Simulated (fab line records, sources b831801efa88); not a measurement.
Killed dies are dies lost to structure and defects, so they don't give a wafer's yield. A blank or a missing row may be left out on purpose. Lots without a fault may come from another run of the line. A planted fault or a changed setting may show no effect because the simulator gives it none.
fab line records | flow sky130
record lots=5 wafers=15 last_day=50
route steps=708 shown LI_CONTACT@385 LOCAL_INTERCONNECT@387 CONTACT@406
lots that met no fault: from a run of the same line without faults
start_h: hours from the record's first day to the start of the lot's first wafer shown | wait_h: hours since the lot's step before | " the same as in the row above | L1.1+2: a row that stands for several wafers | - no value, or no start given | * or withheld: withheld | < > ~ a bound
route shown NAME@n: a module of which the file shows steps, and the number in the route of the first | usual: mean/standard deviation of fault-free wafers | same: alike in all rows | chamber/n: place in a boat | sites: the reading at each site | _std_site: their standard deviation | _edge_site: outer sites' mean less inner sites' | radius_mm: how far each site lies from the wafer's centre | mask NAME#n: copy n | behind: the tool/chamber that last shaped the wafer | hold: why the lot was held/for how many hours/how that ended | device: the transistor (n, p or np) that didn't switch | end of line: the same wafers' tests at the end of the route | a step without rows: its recipe alone | killed: dies lost to structure and defects at the first sort, not the wafer's yield | map: a wafer's dies, x killed, . not, _ none there
set.NAME: the setting as run; set.NAME@STEP: as run at that earlier step | model.NAME: the simulator's own value behind a step, which no gauge read
lots at some steps of the route; a table a step, a row a wafer
services: from which hour (start_h, from the record's first day; less than 0 if before it) a tool's chamber was out of use, for how many hours, and why
## steps
# step SKY_LI_CONTACT_THK_MEAS_23
# recipe thk_meas_gauge=xrf reads=W_of_LI_CONTACT_CVD_21
# usual LI_CONTACT_W_THK=405/4.5
# columns lot.wafer tool chamber start_h wait_h LI_CONTACT_W_THK[nm]
L080.1 film_metro-01 - 727.48 0.1 404
L080.3 " - " " 403
L080.6 " - " " 404
L081.3 film_metro-04 - 728.80 0.1 407
L081.4 " - " " 402
L081.5 " - " " 397
L084.3 film_metro-01 - 779.40 0.1 404
L084.4 " - " " 404
L084.5 " - " " 409
L095.1 film_metro-04 - 841.33 0.1 405
L095.2 " - " " 408
L095.4 " - " " 403
L094.1 film_metro-01 - 841.99 0.1 410
L094.3 " - " " 408
L094.6 " - " " 407
# step SKY_LI_CONTACT_CMP_24
# recipe stop_on=PSG t_overpolish_s=20 down_force_psi=3.5 platen_rpm=60 target_thk_nm=0 pad_velocity_m_s=0.94248
# usual edge_zone_pressure_frac=1.000/0.0046 motor_current_A=11.7/1 overpolish_run_s=20.001/0.0087 time_to_endpoint_s=97/4.3
# columns lot.wafer tool chamber start_h wait_h edge_zone_pressure_frac motor_current_A overpolish_run_s time_to_endpoint_s
L080.3 cmp-02 1 727.60 0.1 1.002 12.9 20.012 90
L080.1 " 2 " " 0.998 10.1 19.998 90
L080.6 " 1 " " 1.005 13.5 20.007 90
L081.3 cmp-01 3 728.94 0.1 1.008 11.0 19.996 99
L081.4 " 0 " " 1.000 11.1 19.996 101
L081.5 " 1 " " 1.005 10.9 19.997 91
L084.3 cmp-02 1 779.44 0.0 1.005 12.6 20.008 92
L084.4 " 2 " " 0.999 10.8 20.016 90
L084.5 " 2 " " 1.002 10.6 19.991 97
L095.1 cmp-02 2 841.39 0.1 1.003 11.0 20.013 97
L095.4 " 0 " " 0.999 12.8 20.014 101
L095.2 " 1 " " 0.988 12.8 19.993 93
L094.1 cmp-02 1 842.05 0.1 0.999 12.3 19.996 93
L094.3 " 3 " " 1.006 11.9 19.992 99
L094.6 " 2 " " 1.002 11.1 19.996 98
# step SKY_LOCAL_INTERCONNECT_SPUTTER_00
# recipe material=TiN target_thk_nm=100 temp_c=300 power_w=6500 time_s=83.3 chamber_pressure_pa=0.4
# usual throttle_valve_pct=29.9/1.2
# columns lot.wafer tool chamber start_h wait_h throttle_valve_pct
L080.1 pvd_sputter-01 - 727.90 0.2 28.4
L080.3 " - " " 29.1
L080.6 " - " " 28.1
L081.3 pvd_sputter-02 - 729.14 0.1 29.9
L081.4 " - " " 29.3
L081.5 " - " " 31.7
L084.3 pvd_sputter-04 - 779.74 0.2 29.1
L084.4 " - " " 30.4
L084.5 " - " " 30.3
L095.1 pvd_sputter-04 - 841.69 0.2 32.4
L095.2 " - " " 28.8
L095.4 " - " " 30.4
L094.1 pvd_sputter-02 - 842.35 0.2 31.4
L094.3 " - " " 30.0
L094.6 " - " " 31.1
# step SKY_LOCAL_INTERCONNECT_RS_MEAS_01
# recipe thk_meas_gauge=four-point-probe reads=TiN_of_LOCAL_INTERCONNECT_SPUTTER_00
# usual LOCAL_INTERCONNECT_TIN_RS=14.12/0.14
# columns lot.wafer tool chamber start_h wait_h LOCAL_INTERCONNECT_TIN_RS[ohm/sq]
L080.1 film_metro-04 - 727.96 0.0 13.91
L080.3 " - " " 13.89
L080.6 " - " " 13.91
L081.3 film_metro-02 - 729.24 0.1 14.17
L081.4 " - " " 14.24
L081.5 " - " " 14.22
L084.3 film_metro-02 - 779.89 0.1 13.99
L084.4 " - " " 14.08
L084.5 " - " " 14.00
L095.1 film_metro-02 - 841.75 0.0 13.89
L095.2 " - " " 14.00
L095.4 " - " " 14.12
L094.1 film_metro-02 - 842.41 0.0 14.15
L094.3 " - " " 14.19
L094.6 " - " " 14.17
# step SKY_LOCAL_INTERCONNECT_THK_MEAS_02
# recipe thk_meas_gauge=xrf reads=TiN_of_LOCAL_INTERCONNECT_SPUTTER_00
# usual LOCAL_INTERCONNECT_TIN_THK=100.9/1
# columns lot.wafer tool chamber start_h wait_h LOCAL_INTERCONNECT_TIN_THK[nm]
L080.1 film_metro-04 - 728.08 0.1 101.8
L080.3 " - " " 101.9
L080.6 " - " " 102.5
L081.3 film_metro-02 - 729.34 0.1 100.3
L081.4 " - " " 99.5
L081.5 " - " " 100.5
L084.3 film_metro-02 - 779.99 0.1 102.1
L084.4 " - " " 101.6
L084.5 " - " " 102.2
L095.1 film_metro-02 - 841.87 0.1 102.5
L095.2 " - " " 101.8
L095.4 " - " " 100.8
L094.1 film_metro-02 - 842.53 0.1 101.2
L094.3 " - " " 100.1
L094.6 " - " " 100.8
# step SKY_LOCAL_INTERCONNECT_DEHYDRATE_03
# recipe temp_c=200 time_s=60
# usual plate_temp_C=199.98/0.15 resist_line_temp_C=22.99/0.093
# columns lot.wafer tool chamber start_h wait_h plate_temp_C resist_line_temp_C
L080.1 litho_track-02 0 740.18 12.1 199.90 22.90
L080.3 " 0 " " 199.81 22.82
L080.6 " 0 " " 199.86 23.01
L081.3 litho_track-01 0 741.62 12.3 200.18 23.00
L081.4 " 0 " " 199.73 22.92
L081.5 " 0 " " 199.77 22.95
L084.3 litho_track-03 0 792.17 12.2 199.90 23.01
L084.4 " 0 " " 200.04 22.81
L084.5 " 0 " " 200.03 22.87
L095.1 litho_track-02 0 855.98 14.1 199.96 23.08
L095.2 " 0 " " 199.83 22.97
L095.4 " 0 " " 200.11 23.05
L094.1 litho_track-01 0 856.87 14.3 199.96 23.07
L094.3 " 0 " " 199.77 22.89
L094.6 " 0 " " 199.96 22.87
# step SKY_LOCAL_INTERCONNECT_HMDS_04
# recipe prime_time_s=60 prime_temp_c=120
# usual resist_line_temp_C=23.01/0.11
# columns lot.wafer tool chamber start_h wait_h resist_line_temp_C
L080.1 litho_track-02 0 740.33 0.1 22.80
L080.3 " 0 " " 22.93
L080.6 " 0 " " 22.94
L081.3 litho_track-01 0 741.77 0.1 22.92
L081.4 " 0 " " 22.84
L081.5 " 0 " " 22.81
L084.3 litho_track-03 0 792.32 0.1 23.02
L084.4 " 0 " " 22.99
L084.5 " 0 " " 22.90
L095.1 litho_track-02 0 856.13 0.1 23.02
L095.2 " 0 " " 22.98
L095.4 " 0 " " 22.95
L094.1 litho_track-01 0 857.02 0.1 23.08
L094.3 " 0 " " 23.08
L094.6 " 0 " " 23.16
# step SKY_LOCAL_INTERCONNECT_COAT_05
# recipe resist=BARC temp_c=withheld time_s=withheld spin_rpm=3000 resist_thk_nm=60
# usual resist_line_temp_C=*
# columns lot.wafer tool chamber start_h wait_h resist_line_temp_C
L080.1 litho_track-02 0 740.48 0.1 *
L080.3 " 0 " " *
L080.6 " 0 " " *
L081.3 litho_track-01 0 741.92 0.1 *
L081.4 " 0 " " *
L081.5 " 0 " " *
L084.3 litho_track-03 0 792.47 0.1 *
L084.4 " 0 " " *
L084.5 " 0 " " *
L095.1 litho_track-02 0 856.28 0.1 *
L095.2 " 0 " " *
L095.4 " 0 " " *
L094.1 litho_track-01 0 857.17 0.1 *
L094.3 " 0 " " *
L094.6 " 0 " " *
# step SKY_LOCAL_INTERCONNECT_COAT_06
# recipe resist=KrF-thick spin_rpm=3019 resist_thk_nm=450
# usual resist_line_temp_C=22.99/0.096
# columns lot.wafer tool chamber start_h wait_h resist_line_temp_C
L080.1 litho_track-02 0 - - 22.81
L080.3 " 0 " " 23.03
L080.6 " 0 " " 23.03
L081.3 litho_track-01 0 - - 22.89
L081.4 " 0 " " 22.92
L081.5 " 0 " " 22.91
L084.3 litho_track-03 0 - - 23.01
L084.4 " 0 " " 23.03
L084.5 " 0 " " 23.00
L095.1 litho_track-02 0 - - 22.98
L095.2 " 0 " " 23.09
L095.4 " 0 " " 23.00
L094.1 litho_track-01 0 - - 23.01
L094.3 " 0 " " 23.10
L094.6 " 0 " " 23.01
# step SKY_LOCAL_INTERCONNECT_SOFTBAKE_07
# recipe temp_c=100 time_s=90 resist=KrF-thick
# usual plate_temp_C=100.01/0.12 resist_line_temp_C=23.03/0.11
# columns lot.wafer tool chamber start_h wait_h plate_temp_C resist_line_temp_C
L080.1 litho_track-02 0 - - 100.08 23.09
L080.3 " 0 " " 99.80 23.05
L080.6 " 0 " " 100.00 22.98
L081.3 litho_track-01 0 - - 99.63 22.93
L081.4 " 0 " " 99.73 22.86
L081.5 " 0 " " 99.80 22.86
L084.3 litho_track-03 0 - - 99.96 23.05
L084.4 " 0 " " 99.90 23.08
L084.5 " 0 " " 99.99 22.97
L095.1 litho_track-02 0 - - 99.97 23.07
L095.2 " 0 " " 100.01 23.05
L095.4 " 0 " " 100.13 23.01
L094.1 litho_track-01 0 - - 99.82 23.00
L094.3 " 0 " " 99.85 23.04
L094.6 " 0 " " 99.86 22.99
# step SKY_LOCAL_INTERCONNECT_EXPOSE_08
# recipe mask_id=LI1M na=0.8 source_shape=annular sigma_inner=0.55 sigma_outer=0.85 target_cd_nm=170 dose_mj=28
# usual stage_vel_mm_s=500.01/0.23
# columns lot.wafer tool chamber start_h wait_h mask stage_vel_mm_s
L080.1 krf_scanner-02 0 - - LI1M#0 499.46
L080.3 " 0 " " LI1M#0 499.83
L080.6 " 0 " " LI1M#0 499.97
L081.3 krf_scanner-02 0 - - LI1M#0 499.87
L081.4 " 0 " " LI1M#0 499.92
L081.5 " 0 " " LI1M#0 500.06
L084.3 krf_scanner-02 0 - - LI1M#0 500.38
L084.4 " 0 " " LI1M#0 500.02
L084.5 " 0 " " LI1M#0 499.80
L095.1 krf_scanner-01 0 - - LI1M#0 500.10
L095.2 " 0 " " LI1M#0 499.81
L095.4 " 0 " " LI1M#0 500.40
L094.1 krf_scanner-02 0 - - LI1M#0 499.73
L094.3 " 0 " " LI1M#0 499.59
L094.6 " 0 " " LI1M#0 499.73
# step SKY_LOCAL_INTERCONNECT_PEB_09
# recipe peb_temp_c=withheld peb_time_s=withheld resist=KrF-thick
# usual resist_line_temp_C=*
# columns lot.wafer tool chamber start_h wait_h resist_line_temp_C
L080.1 litho_track-03 0 - - *
L080.3 " 0 " " *
L080.6 " 0 " " *
L081.3 litho_track-03 0 - - *
L081.4 " 0 " " *
L081.5 " 0 " " *
L084.3 litho_track-03 0 - - *
L084.4 " 0 " " *
L084.5 " 0 " " *
L095.1 litho_track-01 0 - - *
L095.2 " 0 " " *
L095.4 " 0 " " *
L094.1 litho_track-02 0 - - *
L094.3 " 0 " " *
L094.6 " 0 " " *
# step SKY_LOCAL_INTERCONNECT_DEVELOP_10
# recipe develop_time_s=60 resist=KrF-thick dev_temp_c=21
# usual resist_line_temp_C=22.99/0.11
# columns lot.wafer tool chamber start_h wait_h resist_line_temp_C
L080.1 litho_track-03 0 - - 23.15
L080.3 " 0 " " 23.07
L080.6 " 0 " " 23.10
L081.3 litho_track-03 0 - - 23.26
L081.4 " 0 " " 23.16
L081.5 " 0 " " 23.16
L084.3 litho_track-03 0 - - 22.89
L084.4 " 0 " " 23.00
L084.5 " 0 " " 22.97
L095.1 litho_track-01 0 - - 22.87
L095.2 " 0 " " 22.88
L095.4 " 0 " " 23.03
L094.1 litho_track-02 0 - - 23.16
L094.3 " 0 " " 23.01
L094.6 " 0 " " 22.71
# step SKY_LOCAL_INTERCONNECT_CD_MEAS_11
# recipe target_cd_nm=170
# usual cd_nm=170.3/1.4
# columns lot.wafer tool chamber start_h wait_h cd_nm
L080.1 cd_sem-01 - 755.27 - 170.8
L080.3 " - " " 169.3
L080.6 " - " " 170.5
L081.3 cd_sem-02 - 756.86 - 171.1
L081.4 " - " " 170.0
L081.5 " - " " 170.1
L084.3 cd_sem-01 - 805.71 - 170.3
L084.4 " - " " 170.0
L084.5 " - " " 170.8
L095.1 cd_sem-01 - 867.42 - 169.7
L095.2 " - " " 169.5
L095.4 " - " " 171.0
L094.1 cd_sem-02 - 868.33 - 172.7
L094.3 " - " " 171.4
L094.6 " - " " 172.7
# step SKY_LOCAL_INTERCONNECT_OVL_MEAS_12
# usual LOCAL_INTERCONNECT_OVL=-2/5.4
# columns lot.wafer tool chamber start_h wait_h LOCAL_INTERCONNECT_OVL[nm]
L080.1 overlay-02 - 755.39 0.1 -2
L080.3 " - " " 3
L080.6 " - " " 3
L081.3 overlay-02 - 756.95 0.1 2
L081.4 " - " " -3
L081.5 " - " " -2
L084.3 overlay-01 - 805.80 0.1 -12
L084.4 " - " " -7
L084.5 " - " " -7
L095.1 overlay-01 - 867.54 0.1 0
L095.2 " - " " -3
L095.4 " - " " -2
L094.1 overlay-02 - 868.45 0.1 -6
L094.3 " - " " -4
L094.6 " - " " -3
# step SKY_LOCAL_INTERCONNECT_ETCH_13
# recipe chemistry=N2/H2 target=BARC ion_energy_ev=200 bias_w=100 pressure_mtorr=30 n2_flow_sccm=100 h2_flow_sccm=200 icp_w=500 stop_on=SiO2 time_s=45.9 target_depth_a=600
# usual drypump_motor_current_A=5.9/0.36 oes_product_au=0.854/0.0047 throttle_valve_pct=13.225/0.0094
# columns lot.wafer tool chamber start_h wait_h drypump_motor_current_A oes_product_au rf_hours_counter_h throttle_valve_pct
L080.1 rie_metal-02 0 755.42 0.0 5.9 0.851 2 13.218
L080.3 " 0 " " 5.9 0.850 - 13.227
L080.6 " 1 " " 6.1 0.856 - 13.215
L081.3 rie_metal-04 0 756.99 0.0 5.3 0.857 - 13.222
L081.4 " 1 " " 6.4 0.852 - 13.239
L081.5 " 1 " " 6.4 0.858 - 13.233
L084.3 rie_metal-03 1 805.84 0.0 6.0 0.865 - 13.214
L084.4 " 0 " " 5.5 0.851 - 13.223
L084.5 " 1 " " 6.0 0.848 - 13.214
L095.1 rie_metal-03 1 867.58 0.0 6.0 0.859 13 13.223
L095.2 " 0 " " 5.5 0.854 14 13.227
L095.4 " 0 " " 5.5 0.853 - 13.223
L094.1 rie_metal-02 0 868.49 0.0 5.9 0.854 6 13.220
L094.3 " 1 " " 6.1 0.841 - 13.231
L094.6 " 0 " " 5.9 0.853 - 13.215
# step SKY_LOCAL_INTERCONNECT_METAL_ETCH_14
# recipe target_depth_nm=110 stop_on=PSG chemistry=Cl2/BCl3 target=TiN resist_sidewall_deg=88 pressure_mtorr=10 icp_w=900 bias_w=48.5 Cl2_flow_sccm=60 bcl3_flow_sccm=30 time_s=31.4
# usual drypump_motor_current_A=5.9/0.36 oes_product_au=0.942/0.0065 throttle_valve_pct=21.900/0.0097
# columns lot.wafer tool chamber start_h wait_h drypump_motor_current_A oes_product_au rf_hours_counter_h throttle_valve_pct
L080.1 rie_metal-02 0 755.49 0.0 5.8 0.947 2 21.911
L080.3 " 0 " " 5.9 0.950 - 21.895
L080.6 " 1 " " 6.1 0.947 - 21.892
L081.3 rie_metal-04 0 757.05 0.0 5.4 0.940 - 21.901
L081.4 " 1 " " 6.4 0.931 - 21.899
L081.5 " 1 " " 6.4 0.940 - 21.915
L084.3 rie_metal-03 1 805.90 0.0 6.0 0.950 - 21.902
L084.4 " 0 " " 5.5 0.942 - 21.886
L084.5 " 1 " " 6.0 0.946 - 21.895
L095.1 rie_metal-03 1 867.64 0.0 6.0 0.950 13 21.899
L095.2 " 0 " " 5.5 0.940 14 21.901
L095.4 " 0 " " 5.5 0.942 - 21.896
L094.1 rie_metal-02 0 868.55 0.0 5.9 0.941 6 21.900
L094.3 " 1 " " 6.1 0.947 - 21.904
L094.6 " 0 " " 5.9 0.938 - 21.901
# step SKY_LOCAL_INTERCONNECT_STRIP_15
# recipe chemistry=O2/N2 power_w=1400 pressure_mtorr=1500 platen_temp_c=withheld o2_flow_sccm=3000 n2_flow_sccm=300 overash_fraction=0.5
# usual drypump_motor_current_A=5.7/0.32 o2_flow_sccm=3001/8.5 oes_product_au=0.426/0.0043 strip_time_to_endpoint_s=4.716/0.023
# same overash_fraction=0.5
# columns lot.wafer tool chamber start_h wait_h drypump_motor_current_A o2_flow_sccm oes_product_au rf_hours_counter_h strip_time_to_endpoint_s
L080.1 plasma_asher-02 1 755.54 0.0 6.2 3000 0.420 94 4.736
L080.3 " 0 " " 5.3 3006 0.429 - 4.730
L080.6 " 0 " " 5.3 3003 0.433 - 4.719
L081.3 plasma_asher-03 1 757.12 0.1 5.3 3002 0.430 - 4.751
L081.4 " 0 " " 6.0 2996 0.433 - 4.713
L081.5 " 0 " " 6.0 3014 0.431 - 4.698
L084.3 plasma_asher-02 0 805.97 0.1 5.3 3003 0.426 - 4.709
L084.4 " 1 " " 6.2 3003 0.433 - 4.684
L084.5 " 0 " " 5.3 3007 0.435 - 4.698
L095.1 plasma_asher-03 1 867.69 0.0 5.3 2999 0.423 72 4.721
L095.2 " 0 " " 6.0 2994 0.429 72 4.679
L095.4 " 1 " " 5.3 2992 0.421 - 4.699
L094.1 plasma_asher-01 0 868.60 0.0 5.8 3004 0.426 44 4.717
L094.3 " 0 " " 5.8 3008 0.422 - 4.721
L094.6 " 0 " " 5.8 3001 0.426 - 4.716
# step SKY_LOCAL_INTERCONNECT_STRIP_16
# recipe chemistry=post_etch_residue_remover time_s=1200 temp_c=72.5
# columns lot.wafer tool chamber start_h wait_h
L080.1+3+6 wet_bench-01 1 755.64 0.1
L081.3+4+5 wet_bench-01 3 757.19 0.0
L084.3+4+5 wet_bench-01 1 806.04 0.0
L095.1+2+4 wet_bench-03 3 867.79 0.1
L094.1+3+6 wet_bench-01 0 868.70 0.1
# step SKY_LOCAL_INTERCONNECT_CLEAN_17
# recipe chemistry=IPA time_s=180 temp_c=25
# columns lot.wafer tool chamber start_h wait_h
L080.1+3+6 wet_bench-04 0 755.98 0.0
L081.3+4+5 wet_bench-01 0 757.53 0.0
L084.3+4+5 wet_bench-03 3 806.41 0.0
L095.1+2+4 wet_bench-01 3 868.14 0.0
L094.1+3+6 wet_bench-03 0 869.07 0.0
# step SKY_LOCAL_INTERCONNECT_CLEAN_18
# recipe chemistry=O3/DIW dry=n2_spin
# columns lot.wafer tool chamber start_h wait_h
L080.1+3+6 wet_bench-03 3 756.04 0.0
L081.3+4+5 wet_bench-03 3 757.59 0.0
L084.3+4+5 wet_bench-01 2 806.47 0.0
L095.1+2+4 wet_bench-04 3 868.19 0.0
L094.1+3+6 wet_bench-04 3 869.13 0.0
# step SKY_CONTACT_CVD_00
# recipe material=Si3N4 target_thk_nm=75 temp_c=400 time_s=withheld rf_w=450
# usual heater_power_w=721/72
# columns lot.wafer tool chamber start_h wait_h heater_power_w
L080.1 pecvd-03 0 756.14 0.0 680
L080.3 " 2 " " 649
L080.6 " 0 " " 663
L081.3 pecvd-04 1 757.68 0.0 668
L081.4 " 2 " " 722
L081.5 " 0 " " 800
L084.3 pecvd-04 1 806.57 0.0 797
L084.4 " 1 " " 798
L084.5 " 2 " " 816
L095.1 pecvd-04 2 868.29 0.0 709
L095.2 " 1 " " 633
L095.4 " 1 " " 632
L094.1 pecvd-02 2 869.22 0.0 638
L094.3 " 0 " " 759
L094.6 " 0 " " 759
# step SKY_CONTACT_THK_MEAS_01
# recipe reads=Si3N4_of_CONTACT_CVD_00
# usual CONTACT_CVD_00_THK=75.3/0.91
# columns lot.wafer tool chamber start_h wait_h CONTACT_CVD_00_THK[nm]
L080.1 film_metro-02 - 756.18 - 75.8
L080.3 " - " " 75.9
L080.6 " - " " 76.4
L081.3 film_metro-02 - 757.73 - 74.1
L081.4 " - " " 74.2
L081.5 " - " " 74.0
L084.3 film_metro-03 - 806.63 - 75.3
L084.4 " - " " 77.1
L084.5 " - " " 76.8
L095.1 film_metro-02 - 868.32 - 72.9
L095.2 " - " " 74.7
L095.4 " - " " 75.3
L094.1 film_metro-01 - 869.26 - 74.6
L094.3 " - " " 75.0
L094.6 " - " " 75.4
# step SKY_CONTACT_HDPCVD_02
# recipe material=SiO2 target_thk_nm=565 sigma_open_frac=0.3 time_s=94.2 temp_c=600 sih4_flow_sccm=60 pressure_mtorr=6
# columns lot.wafer tool chamber start_h wait_h
L080.1+3+6 hdpcvd-01 0,1,0 756.24 0.1
L081.3+4+5 hdpcvd-02 2,0,1 757.77 0.0
L084.3+4+5 hdpcvd-02 1,0,1 806.67 0.0
L095.1+2+4 hdpcvd-02 1,2,1 868.38 0.1
L094.1+3+6 hdpcvd-01 0,1,2 869.32 0.1
# step SKY_CONTACT_THK_MEAS_03
# recipe reads=SiO2_of_CONTACT_HDPCVD_02
# usual CONTACT_HDPCVD_THK=568/6
# columns lot.wafer tool chamber start_h wait_h CONTACT_HDPCVD_THK[nm]
L080.1 film_metro-01 - 756.31 0.0 567
L080.3 " - " " 568
L080.6 " - " " 568
L081.3 film_metro-01 - 757.86 0.1 578
L081.4 " - " " 575
L081.5 " - " " 580
L084.3 film_metro-02 - 806.76 0.1 571
L084.4 " - " " 570
L084.5 " - " " 576
L095.1 film_metro-02 - 868.45 0.0 572
L095.2 " - " " 563
L095.4 " - " " 573
L094.1 film_metro-02 - 869.39 0.0 568
L094.3 " - " " 560
L094.6 " - " " 568
# step SKY_CONTACT_CMP_04
# recipe material=SiO2 down_force_psi=4 platen_rpm=60 pad_velocity_m_s=0.94248
# usual edge_zone_pressure_frac=1.000/0.0045 motor_current_A=12.8/1.2 time_to_endpoint_s=85/4.7
# columns lot.wafer tool chamber start_h wait_h edge_zone_pressure_frac motor_current_A time_to_endpoint_s
L080.1 cmp-02 2 756.37 0.1 1.000 11.0 80
L080.3 " 0 " " 1.001 13.9 81
L080.6 " 3 " " 0.994 11.8 81
L081.4 cmp-01 1 757.95 0.1 1.007 11.2 85
L081.3 " 3 " " 0.998 11.0 92
L081.5 " 0 " " 0.994 12.2 93
L084.3 cmp-01 0 806.85 0.1 0.992 11.5 92
L084.4 " 2 " " 0.998 13.8 94
L084.5 " 3 " " 1.000 11.6 90
L095.2 cmp-01 1 868.56 0.1 1.003 11.6 85
L095.1 " 2 " " 0.998 14.1 91
L095.4 " 3 " " 1.006 11.9 90
L094.1 cmp-01 3 869.50 0.1 1.003 11.7 92
L094.3 " 0 " " 1.000 12.0 88
L094.6 " 3 " " 1.001 12.5 90
# step SKY_CONTACT_BOW_MEAS_05
# recipe mode=bow
# usual CONTACT_BOW=82/6.3
# columns lot.wafer tool chamber start_h wait_h CONTACT_BOW[um]
L080.1 film_metro-01 - 756.67 0.2 83
L080.3 " - " " 79
L080.6 " - " " 83
L081.3 film_metro-03 - 758.24 0.1 83
L081.4 " - " " 69
L081.5 " - " " 77
L084.3 film_metro-01 - 807.14 0.2 78
L084.4 " - " " 76
L084.5 " - " " 82
L095.1 film_metro-02 - 868.81 0.1 87
L095.2 " - " " 78
L095.4 " - " " 90
L094.1 film_metro-02 - 869.75 0.2 81
L094.3 " - " " 77
L094.6 " - " " 89
# step SKY_CONTACT_DEHYDRATE_06
# recipe temp_c=200 time_s=60
# usual plate_temp_C=199.99/0.15 resist_line_temp_C=22.97/0.1
# columns lot.wafer tool chamber start_h wait_h plate_temp_C resist_line_temp_C
L080.1 litho_track-04 0 768.81 12.1 199.82 22.93
L080.3 " 0 " " 199.96 22.78
L080.6 " 0 " " 200.08 22.82
L081.3 litho_track-02 0 769.93 11.7 200.10 23.02
L081.4 " 0 " " 200.09 23.10
L081.5 " 0 " " 200.06 23.08
L084.3 litho_track-02 0 818.98 11.8 199.92 22.94
L084.4 " 0 " " 199.98 22.88
L084.5 " 0 " " 199.77 22.92
L095.1 litho_track-03 0 882.57 13.7 199.88 23.27
L095.2 " 0 " " 199.92 23.02
L095.4 " 0 " " 199.92 22.97
L094.1 litho_track-04 0 883.86 14.1 200.09 22.98
L094.3 " 0 " " 200.38 23.16
L094.6 " 0 " " 200.02 23.03
# step SKY_CONTACT_HMDS_07
# recipe prime_time_s=60 prime_temp_c=120
# usual resist_line_temp_C=23.00/0.11
# columns lot.wafer tool chamber start_h wait_h resist_line_temp_C
L080.1 litho_track-04 0 768.96 0.1 23.01
L080.3 " 0 " " 22.93
L080.6 " 0 " " 22.99
L081.3 litho_track-02 0 770.08 0.1 23.08
L081.4 " 0 " " 22.96
L081.5 " 0 " " 23.01
L084.3 litho_track-02 0 819.13 0.1 23.00
L084.4 " 0 " " 23.11
L084.5 " 0 " " 22.92
L095.1 litho_track-03 0 882.72 0.1 23.07
L095.2 " 0 " " 22.96
L095.4 " 0 " " 23.00
L094.1 litho_track-04 0 884.01 0.1 23.05
L094.3 " 0 " " 23.06
L094.6 " 0 " " 23.14
# step SKY_CONTACT_COAT_08
# recipe resist=BARC temp_c=withheld time_s=withheld spin_rpm=3000 resist_thk_nm=60
# usual resist_line_temp_C=*
# columns lot.wafer tool chamber start_h wait_h resist_line_temp_C
L080.1 litho_track-04 0 769.11 0.1 *
L080.3 " 0 " " *
L080.6 " 0 " " *
L081.3 litho_track-02 0 770.23 0.1 *
L081.4 " 0 " " *
L081.5 " 0 " " *
L084.3 litho_track-02 0 819.28 0.1 *
L084.4 " 0 " " *
L084.5 " 0 " " *
L095.1 litho_track-03 0 882.87 0.1 *
L095.2 " 0 " " *
L095.4 " 0 " " *
L094.1 litho_track-04 0 884.16 0.1 *
L094.3 " 0 " " *
L094.6 " 0 " " *
# step SKY_CONTACT_COAT_09
# recipe resist=KrF-thick spin_rpm=3000 resist_thk_nm=450
# usual resist_line_temp_C=22.99/0.1
# columns lot.wafer tool chamber start_h wait_h resist_line_temp_C
L080.1 litho_track-04 0 - - 22.94
L080.3 " 0 " " 22.98
L080.6 " 0 " " 22.87
L081.3 litho_track-02 0 - - 23.06
L081.4 " 0 " " 23.04
L081.5 " 0 " " 23.07
L084.3 litho_track-02 0 - - 23.01
L084.4 " 0 " " 22.88
L084.5 " 0 " " 22.65
L095.1 litho_track-03 0 - - 22.86
L095.2 " 0 " " 22.90
L095.4 " 0 " " 22.98
L094.1 litho_track-04 0 - - 22.94
L094.3 " 0 " " 22.97
L094.6 " 0 " " 22.93
# step SKY_CONTACT_SOFTBAKE_10
# recipe temp_c=100 time_s=90 resist=KrF-thick
# usual plate_temp_C=100.01/0.12 resist_line_temp_C=23.00/0.1
# columns lot.wafer tool chamber start_h wait_h plate_temp_C resist_line_temp_C
L080.1 litho_track-04 0 - - 100.15 23.10
L080.3 " 0 " " 99.97 22.92
L080.6 " 0 " " 100.18 23.04
L081.3 litho_track-02 0 - - 99.89 23.15
L081.4 " 0 " " 100.09 23.03
L081.5 " 0 " " 100.03 23.01
L084.3 litho_track-02 0 - - 99.98 23.06
L084.4 " 0 " " 99.95 22.97
L084.5 " 0 " " 100.23 23.08
L095.1 litho_track-03 0 - - 99.99 22.92
L095.2 " 0 " " 100.06 22.86
L095.4 " 0 " " 100.13 22.73
L094.1 litho_track-04 0 - - 100.09 23.02
L094.3 " 0 " " 100.00 23.15
L094.6 " 0 " " 99.95 22.93
# step SKY_CONTACT_EXPOSE_11
# recipe mask_id=CTM1 na=0.8 source_shape=annular sigma_inner=0.55 sigma_outer=0.85 target_cd_nm=170 dose_mj=38
# usual stage_vel_mm_s=499.98/0.25
# columns lot.wafer tool chamber start_h wait_h mask stage_vel_mm_s
L080.1 krf_scanner-01 0 - - CTM1#0 500.06
L080.3 " 0 " " CTM1#0 500.35
L080.6 " 0 " " CTM1#0 500.35
L081.3 krf_scanner-01 0 - - CTM1#0 500.26
L081.4 " 0 " " CTM1#0 499.75
L081.5 " 0 " " CTM1#0 499.74
L084.3 krf_scanner-02 0 - - CTM1#0 500.06
L084.4 " 0 " " CTM1#0 500.41
L084.5 " 0 " " CTM1#0 500.04
L095.1 krf_scanner-01 0 - - CTM1#0 500.02
L095.2 " 0 " " CTM1#0 499.62
L095.4 " 0 " " CTM1#0 499.84
L094.1 krf_scanner-01 0 - - CTM1#0 499.79
L094.3 " 0 " " CTM1#0 499.85
L094.6 " 0 " " CTM1#0 500.03
## services
# columns tool chamber start_h hours kind
krf_scanner-02 - 707.36 1.0 pm
krf_scanner-01 - 715.95 0.8 pm
hdpcvd-01 - 715.97 2.8 pm
pecvd-04 2 730.08 5.1 repair
cmp-01 - 733.81 0.3 repair
cmp-02 - 736.49 0.8 repair
cmp-01 - 737.50 6.0 pm
krf_scanner-01 - 746.14 0.7 repair
cmp-02 - 746.64 4.0 pm
krf_scanner-02 - 771.43 1.9 repair
krf_scanner-01 - 781.86 72.0 pm
cmp-01 - 781.89 0.2 repair
cmp-02 - 800.42 5.6 pm
krf_scanner-02 - 801.95 19.3 repair
hdpcvd-02 - 805.15 1.4 repair
wet_bench-01 - 821.66 1.5 repair
cmp-01 - 851.20 0.4 repair
krf_scanner-02 - 853.95 1.3 pm
krf_scanner-01 - 855.25 1.0 pm
rie_metal-02 - 856.19 4.3 pm
krf_scanner-01 - 857.09 7.2 pm
krf_scanner-01 - 864.29 1.3 pm
krf_scanner-01 - 867.75 2.3 repair
krf_scanner-02 - 876.36 1.0 pm
## key
fault none
